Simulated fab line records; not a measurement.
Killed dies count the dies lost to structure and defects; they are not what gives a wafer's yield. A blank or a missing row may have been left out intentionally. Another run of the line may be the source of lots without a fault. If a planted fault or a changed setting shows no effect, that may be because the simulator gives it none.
fab line records ; flow sky130
record lots=14; wafers=42; last_day=50
route steps=708 shown LI_CONTACT@375 CONTACT@407
lots that met no fault: taken from a fault-free run of the same line
start_h: start of the lot's first displayed wafer, in hours after the record's first day ; wait_h: hours from the lot's prior step to this one ; " as in the row above ; L1.1+2: several wafers, shown together as one row ; - no value, or no start was given ; * or withheld: withheld ; < > ~ a bound
route shown NAME@n: NAME is a module with steps in the file, n the number in the route of the first one ; usual: the fault-free wafers' mean and standard deviation ; same: alike in all rows ; chamber/n: place in a boat ; sites: each site's reading ; _std_site: standard deviation across them ; _edge_site: outer sites' mean less inner sites' ; radius_mm: how far each site lies from the wafer's centre ; mask NAME#n: copy n ; behind: the tool/chamber that last shaped the wafer ; hold: why the lot went on hold/how many hours it stayed there/how the hold came to an end ; device: names the non-switching transistor (n, p or np) ; end of line: at the end of the route, the tests of the same wafers ; step lacking rows: just its recipe ; killed: not the wafer's yield, but the dies lost to structure and defects at the first sort ; map: per-die view of a wafer (x killed, . not killed, _ where there is no die)
set.NAME: the setting as run; set.NAME@STEP: as run at that earlier step ; model.NAME: the simulator's own value behind a step, which no gauge read
steps of the route over a sample of lots; a table a step, a row a wafer
services: the hour from which a tool's chamber was out of use, counted from the record's first day as start_h (under 0 if before that day), plus the number of hours and why
## steps
# step SKY_LI_CONTACT_OVL_MEAS_13
# usual LI_CONTACT_OVL=0/5.8
lot.wafer;tool;chamber;start_h;wait_h;LI_CONTACT_OVL[nm]
L785.1;overlay-02;-;691.84;0.1;-6
L785.4;overlay-02;-;691.84;0.1;-15
L785.5;overlay-02;-;691.84;0.1;-10
L791.1;overlay-01;-;731.09;0.1;-2
L791.2;overlay-01;-;731.09;0.1;-5
L791.4;overlay-01;-;731.09;0.1;-2
L792.3;overlay-02;-;742.46;0.1;-1
L792.4;overlay-02;-;742.46;0.1;14
L792.6;overlay-02;-;742.46;0.1;14
L793.2;overlay-02;-;745.40;0.1;-11
L793.4;overlay-02;-;745.40;0.1;-9
L793.6;overlay-02;-;745.40;0.1;-7
L797.1;overlay-02;-;782.59;0.1;-7
L797.3;overlay-02;-;782.59;0.1;-10
L797.5;overlay-02;-;782.59;0.1;-3
L798.2;overlay-02;-;789.15;0.1;-2
L798.3;overlay-02;-;789.15;0.1;6
L798.4;overlay-02;-;789.15;0.1;-5
L799.2;overlay-02;-;795.06;0.1;2
L799.5;overlay-02;-;795.06;0.1;-4
L799.6;overlay-02;-;795.06;0.1;-2
L802.1;overlay-02;-;819.14;0.1;11
L802.3;overlay-02;-;819.14;0.1;-2
L802.6;overlay-02;-;819.14;0.1;-1
L803.1;overlay-02;-;823.29;0.1;-3
L803.2;overlay-02;-;823.29;0.1;1
L803.6;overlay-02;-;823.29;0.1;10
L804.1;overlay-01;-;834.44;0.1;6
L804.3;overlay-01;-;834.44;0.1;4
L804.6;overlay-01;-;834.44;0.1;-4
L805.4;overlay-01;-;835.41;0.1;-6
L805.5;overlay-01;-;835.41;0.1;0
L805.6;overlay-01;-;835.41;0.1;1
L806.1;overlay-01;-;840.29;0.1;-1
L806.3;overlay-01;-;840.29;0.1;1
L806.4;overlay-01;-;840.29;0.1;1
L808.1;overlay-01;-;863.69;0.1;-3
L808.3;overlay-01;-;863.69;0.1;-1
L808.6;overlay-01;-;863.69;0.1;-3
L807.4;overlay-02;-;867.01;0.1;7
L807.5;overlay-02;-;867.01;0.1;4
L807.6;overlay-02;-;867.01;0.1;0
# step SKY_LI_CONTACT_ETCH_14
# recipe chemistry=N2/H2; target=BARC; ion_energy_ev=200; source_w=500; bias_w=100; pressure_mtorr=30; n2_flow_sccm=100; h2_flow_sccm=200; stop_on=SiO2; time_s=45.9; target_depth_a=600
# usual chamber_pressure_mTorr=30.003/0.026; drypump_motor_current_A=5.4/0.4; oes_product_au=0.854/0.0042; throttle_valve_pct=13.225/0.0089
lot.wafer;tool;chamber;start_h;wait_h;chamber_pressure_mTorr;drypump_motor_current_A;oes_product_au;rf_hours_counter_h;throttle_valve_pct
L785.1;rie_diel-04;3;691.88;0.0;30.008;4.8;0.851;3;13.219
L785.4;rie_diel-04;0;691.88;0.0;29.998;5.2;0.857;5;13.221
L785.5;rie_diel-04;2;691.88;0.0;30.005;5.5;0.851;-;13.235
L791.1;rie_diel-02;0;731.13;0.0;29.993;5.1;0.849;15;13.225
L791.2;rie_diel-02;3;731.13;0.0;30.036;5.2;0.847;0;13.232
L791.4;rie_diel-02;2;731.13;0.0;30.002;5.3;0.858;10;13.217
L792.3;rie_diel-03;0;742.48;0.0;29.993;5.8;0.851;18;13.248
L792.4;rie_diel-03;2;742.48;0.0;29.989;5.4;0.856;13;13.213
L792.6;rie_diel-03;0;742.48;0.0;30.033;5.8;0.859;-;13.224
L793.2;rie_diel-03;0;745.43;0.0;29.988;5.8;0.855;18;13.229
L793.4;rie_diel-03;2;745.43;0.0;30.032;5.4;0.856;13;13.223
L793.6;rie_diel-03;1;745.43;0.0;30.007;5.5;0.853;-;13.244
L797.1;rie_diel-04;0;782.63;0.0;29.976;5.1;0.855;8;13.213
L797.3;rie_diel-04;1;782.63;0.0;29.946;5.3;0.852;9;13.223
L797.5;rie_diel-04;3;782.63;0.0;29.965;4.7;0.850;-;13.222
L798.2;rie_diel-03;3;789.18;0.0;30.037;5.9;0.857;35;13.232
L798.3;rie_diel-03;2;789.18;0.0;29.995;5.4;0.853;15;13.233
L798.4;rie_diel-03;0;789.18;0.0;29.986;5.8;0.855;19;13.220
L799.2;rie_diel-03;1;795.09;0.0;29.981;5.5;0.857;3;13.235
L799.5;rie_diel-03;0;795.09;0.0;30.024;5.9;0.858;-;13.227
L799.6;rie_diel-03;1;795.09;0.0;29.999;5.5;0.851;-;13.231
L802.1;rie_diel-04;0;819.18;0.0;30.011;5.2;0.848;8;13.226
L802.3;rie_diel-04;3;819.18;0.0;30.005;4.7;0.864;7;13.232
L802.6;rie_diel-04;2;819.18;0.0;29.990;5.5;0.856;-;13.233
L803.1;rie_diel-04;2;823.33;0.0;30.035;5.4;0.855;0;13.221
L803.2;rie_diel-04;0;823.33;0.0;30.046;5.2;0.851;8;13.222
L803.6;rie_diel-04;2;823.33;0.0;29.997;5.5;0.851;-;13.225
L804.1;rie_diel-03;0;834.48;0.0;30.012;5.8;0.856;21;13.202
L804.3;rie_diel-03;1;834.48;0.0;30.045;5.5;0.849;4;13.240
L804.6;rie_diel-03;0;834.48;0.0;29.983;5.9;0.858;-;13.227
L805.4;rie_diel-02;3;835.43;0.0;30.035;5.2;0.853;4;13.235
L805.5;rie_diel-02;3;835.43;0.0;29.995;5.2;0.852;-;13.230
L805.6;rie_diel-02;0;835.43;0.0;29.994;5.1;0.852;-;13.229
L806.1;rie_diel-02;1;840.33;0.0;29.989;6.3;0.847;8;13.227
L806.3;rie_diel-02;3;840.33;0.0;29.983;5.2;0.855;4;13.238
L806.4;rie_diel-02;0;840.33;0.0;29.970;5.1;0.854;18;13.215
L808.1;rie_diel-02;1;863.73;0.0;29.982;6.3;0.856;9;13.229
L808.3;rie_diel-02;3;863.73;0.0;29.976;5.2;0.854;5;13.230
L808.6;rie_diel-02;1;863.73;0.0;30.046;6.3;0.850;-;13.222
L807.4;rie_diel-03;2;867.03;0.0;30.011;5.4;0.852;17;13.214
L807.5;rie_diel-03;1;867.03;0.0;29.997;5.4;0.851;-;13.221
L807.6;rie_diel-03;0;867.03;0.0;30.014;5.9;0.855;-;13.228
# step SKY_CONTACT_THK_MEAS_01
# recipe reads=Si3N4_of_CONTACT_CVD_00
# usual CONTACT_CVD_00_THK=75.1/1.1
lot.wafer;tool;chamber;start_h;wait_h;CONTACT_CVD_00_THK[nm]
L785.1;film_metro-01;-;722.30;-;73.0
L785.4;film_metro-01;-;722.30;-;75.7
L785.5;film_metro-01;-;722.30;-;74.4
L791.1;film_metro-04;-;760.64;-;74.0
L791.2;film_metro-04;-;760.64;-;74.1
L791.4;film_metro-04;-;760.64;-;76.3
L792.3;film_metro-01;-;771.66;-;73.9
L792.4;film_metro-01;-;771.66;-;74.6
L792.6;film_metro-01;-;771.66;-;74.2
L793.2;film_metro-02;-;776.55;-;74.5
L793.4;film_metro-02;-;776.55;-;76.2
L793.6;film_metro-02;-;776.55;-;76.0
L797.1;film_metro-02;-;811.02;-;76.3
L797.3;film_metro-02;-;811.02;-;74.8
L797.5;film_metro-02;-;811.02;-;77.8
L798.2;film_metro-04;-;818.85;-;74.0
L798.3;film_metro-04;-;818.85;-;75.1
L798.4;film_metro-04;-;818.85;-;75.5
L799.2;film_metro-02;-;824.06;-;76.4
L799.5;film_metro-02;-;824.06;-;75.0
L799.6;film_metro-02;-;824.06;-;77.4
L802.1;film_metro-01;-;847.58;-;75.3
L802.3;film_metro-01;-;847.58;-;73.7
L802.6;film_metro-01;-;847.58;-;75.9
L803.1;film_metro-01;-;851.74;-;73.1
L803.2;film_metro-01;-;851.74;-;73.5
L803.6;film_metro-01;-;851.74;-;75.0
L804.1;film_metro-02;-;863.34;-;73.6
L804.3;film_metro-02;-;863.34;-;73.7
L804.6;film_metro-02;-;863.34;-;74.6
L805.4;film_metro-04;-;863.55;-;75.0
L805.5;film_metro-04;-;863.55;-;76.2
L805.6;film_metro-04;-;863.55;-;75.6
L806.1;film_metro-02;-;868.28;-;73.7
L806.3;film_metro-02;-;868.28;-;75.7
L806.4;film_metro-02;-;868.28;-;77.0
L808.1;film_metro-02;-;892.18;-;74.1
L808.3;film_metro-02;-;892.18;-;75.1
L808.6;film_metro-02;-;892.18;-;75.3
L807.4;film_metro-04;-;895.11;-;75.8
L807.5;film_metro-04;-;895.11;-;76.0
L807.6;film_metro-04;-;895.11;-;77.0
# step SKY_CONTACT_EXPOSE_11
# recipe mask_id=CTM1; na=0.8; source_shape=annular; sigma_inner=0.55; sigma_outer=0.85; target_cd_nm=170; dose_mj=38
# usual exposure_dose_mJ_cm2=38.00/0.04; focus_offset_nm=0.0/0.56; sigma_inner=0.55/0
lot.wafer;tool;chamber;start_h;wait_h;mask;exposure_dose_mJ_cm2;focus_offset_nm;sigma_inner
L785.1;krf_scanner-01;0;737.10;-;CTM1#0;37.90;-1.0;0.55
L785.4;krf_scanner-01;0;737.10;-;CTM1#0;38.01;0.5;0.55
L785.5;krf_scanner-01;0;737.10;-;CTM1#0;37.93;-0.6;0.55
L791.1;krf_scanner-02;-;775.11;-;CTM1#0;-;-;-
L791.2;krf_scanner-02;-;775.11;-;CTM1#0;-;-;-
L791.4;krf_scanner-02;-;775.11;-;CTM1#0;-;-;-
L792.3;krf_scanner-01;-;785.27;-;CTM1#0;-;-;-
L792.4;krf_scanner-01;-;785.27;-;CTM1#0;-;-;-
L792.6;krf_scanner-01;-;785.27;-;CTM1#0;-;-;-
L793.2;krf_scanner-01;0;789.96;-;CTM1#0;37.99;0.7;0.55
L793.4;krf_scanner-01;0;789.96;-;CTM1#0;37.93;0.6;0.55
L793.6;krf_scanner-01;0;789.96;-;CTM1#0;38.01;1.1;0.55
L797.1;krf_scanner-02;0;825.57;-;CTM1#0;37.99;0.7;0.55
L797.3;krf_scanner-02;0;825.57;-;CTM1#0;38.01;0.2;0.55
L797.5;krf_scanner-02;0;825.57;-;CTM1#0;38.02;-0.2;0.55
L798.2;krf_scanner-01;0;832.73;-;CTM1#0;38.01;0.5;0.55
L798.3;krf_scanner-01;0;832.73;-;CTM1#0;37.98;0.4;0.55
L798.4;krf_scanner-01;0;832.73;-;CTM1#0;37.97;0.5;0.55
L799.2;krf_scanner-01;0;837.16;-;CTM1#0;37.91;-0.8;0.55
L799.5;krf_scanner-01;0;837.16;-;CTM1#0;38.05;-0.1;0.55
L799.6;krf_scanner-01;0;837.16;-;CTM1#0;37.97;-0.2;0.55
L802.1;krf_scanner-01;0;861.34;-;CTM1#0;37.93;-0.6;0.55
L802.3;krf_scanner-01;0;861.34;-;CTM1#0;37.96;0.2;0.55
L802.6;krf_scanner-01;0;861.34;-;CTM1#0;38.00;0.5;0.55
L803.1;krf_scanner-02;0;864.88;-;CTM1#0;37.95;-0.8;0.55
L803.2;krf_scanner-02;0;864.88;-;CTM1#0;37.97;-1.4;0.55
L803.6;krf_scanner-02;0;864.88;-;CTM1#0;37.93;-0.4;0.55
L804.1;krf_scanner-02;0;877.30;-;CTM1#0;38.05;-0.3;0.55
L804.3;krf_scanner-02;0;877.30;-;CTM1#0;38.05;-0.1;0.55
L804.6;krf_scanner-02;0;877.30;-;CTM1#0;38.04;-0.5;0.55
L805.4;krf_scanner-01;0;877.81;-;CTM1#0;37.99;-0.6;0.55
L805.5;krf_scanner-01;0;877.81;-;CTM1#0;38.02;0.0;0.55
L805.6;krf_scanner-01;0;877.81;-;CTM1#0;38.04;-0.3;0.55
L806.1;krf_scanner-02;0;882.58;-;CTM1#0;38.09;0.7;0.55
L806.3;krf_scanner-02;0;882.58;-;CTM1#0;38.04;-0.1;0.55
L806.4;krf_scanner-02;0;882.58;-;CTM1#0;38.07;0.4;0.55
L808.1;krf_scanner-02;0;906.29;-;CTM1#0;37.97;-0.1;0.55
L808.3;krf_scanner-02;0;906.29;-;CTM1#0;38.00;-0.7;0.55
L808.6;krf_scanner-02;0;906.29;-;CTM1#0;38.01;0.0;0.55
L807.4;krf_scanner-01;0;909.31;-;CTM1#0;37.94;-0.6;0.55
L807.5;krf_scanner-01;0;909.31;-;CTM1#0;37.97;-0.2;0.55
L807.6;krf_scanner-01;0;909.31;-;CTM1#0;38.00;-0.1;0.55
## services
tool;chamber;start_h;hours;kind
krf_scanner-01;-;670.86;1.7;repair
rie_diel-04;-;674.73;0.5;repair
rie_diel-02;-;675.09;2.8;pm
rie_diel-04;-;709.61;2.8;pm
krf_scanner-01;-;712.40;1.3;pm
rie_diel-02;2;713.09;2.4;repair
rie_diel-03;0;731.44;5.1;repair
krf_scanner-02;-;734.01;0.8;pm
rie_diel-02;0;738.47;4.5;repair
rie_diel-02;1;748.72;9.3;repair
rie_diel-02;-;752.89;1.2;repair
krf_scanner-02;-;752.93;1.0;pm
krf_scanner-02;-;764.98;1.3;pm
krf_scanner-01;-;766.28;1.0;pm
rie_diel-04;2;773.00;38.9;repair
krf_scanner-02;-;790.70;0.2;repair
krf_scanner-01;-;821.96;0.8;pm
krf_scanner-01;-;842.15;0.3;repair
rie_diel-03;-;842.47;14.6;pm
krf_scanner-01;-;879.34;0.1;repair
krf_scanner-01;-;888.30;1.3;pm
rie_diel-03;1;899.67;6.2;repair
krf_scanner-01;-;900.18;4.0;pm
krf_scanner-02;-;904.20;0.8;pm
## key
first_sign step=SKY_CONTACT_EXPOSE_11; reading=tool_record; direction=missing
effect none on later readings
met_at SKY_CONTACT_EXPOSE_11
struck_lots L791,L792
later_rows_left_out L791.1,L791.2,L791.4,L792.3,L792.4,L792.6
sort_left_out L791.1,L791.2,L791.4,L792.3,L792.4,L792.6
tester_left_out L791,L792
not_acting_at SKY_LI_CONTACT_OVL_MEAS_13,SKY_LI_CONTACT_ETCH_14,SKY_CONTACT_THK_MEAS_01
onset_between 737.10 775.11
fault kind=skipped_step_whole; tool=krf_scanner-01,krf_scanner-02; chamber=-; onset_h=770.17; steps=SKY_CONTACT_EXPOSE_11; scope=struck_lots_only
# tester_left_out: of these lots the tester's yield and bins aren't shown, on N5 and GAA mostly nor the transistor test; their killed dies are dies lost to structure and defects alone, not to doping, threshold or leakage, so they don't give the yield
# sort_left_out: the simulated sort isn't trusted on such a fault, so these wafers' sort isn't shown, and their yield isn't known
# later_rows_left_out: the simulator's readings of these wafers behind a module that went badly wrong aren't trusted and aren't shown, but for the sort
